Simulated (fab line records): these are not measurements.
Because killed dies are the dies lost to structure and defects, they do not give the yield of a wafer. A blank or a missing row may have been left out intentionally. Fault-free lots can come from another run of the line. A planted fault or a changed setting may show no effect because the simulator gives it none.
Matching of chambers    flow sky130    4 sister chambers for SKY_VIA2_CMP_02 on cmp-01
The step polishes SiO2. 14 wafers are shown with their chamber, then 7 later ones without.

WAFERS WITH THEIR CHAMBER
wafer   chamber  motorCurrentA (A)  slurryFilterDpKPa (kPa)
L966.2  3        13.1               13.41
L966.5  2        12.3               13.43
L966.6  1        15.1               13.72
L970.1  3        12.4               13.71
L970.4  1        14.6               13.42
L970.6  1        14.0               13.57
L971.1  2        12.7               13.51
L971.2  0        13.8               13.37
L971.6  1        14.4               13.53
L972.1  0        13.7               13.32
L972.3  1        14.9               13.70
L972.5  0        14.0               13.63
L974.1  2        12.1               13.62
L974.2  1        14.5               13.41

SIGNATURES (averages over the wafers above)
reading            chamber 0  chamber 1  chamber 2  chamber 3  scatter within a chamber
motorCurrentA      13.833     14.583     12.367     12.750     0.35
slurryFilterDpKPa  13.4400    13.5583    13.5200    13.5600    0.144
Rule: distance of a wafer from a chamber = root of the sum over the readings of ((wafer's reading minus chamber's mean) / reading's scatter) squared. If the next closest chamber is less than 2 further off than the closest, the wafer can't be placed; otherwise it belongs to the closest. How the scatter is found: for the shown wafers, subtract from each reading the mean of its chamber, square and add these, divide the total by (wafers less chambers), then take the root.

WAFERS WHOSE CHAMBER IS MISSING
wafer   motorCurrentA (A)  slurryFilterDpKPa (kPa)
L974.5  13.1               13.36
L980.1  13.8               13.40
L980.3  14.5               13.22
L980.5  14.0               13.73
L985.1  13.5               13.44
L985.4  14.1               13.68
L985.5  13.7               13.60

CHAMBER TAKEN BY EACH
wafer    from the rows above            in truth
L974.5   can't be placed: 3 or 0 or 2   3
L980.1   0                              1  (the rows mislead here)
L980.3   can't be placed: 1 or 0        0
L980.5   can't be placed: 1 or 0 or 3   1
L985.1   can't be placed: 0 or 3        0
L985.4   can't be placed: 1 or 0        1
L985.5   can't be placed: 0 or 1 or 3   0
Placed correctly: 0 of 7. Unplaceable from these rows: 6, with the true chamber sitting among the candidates in 6. Wrongly placed: 1.
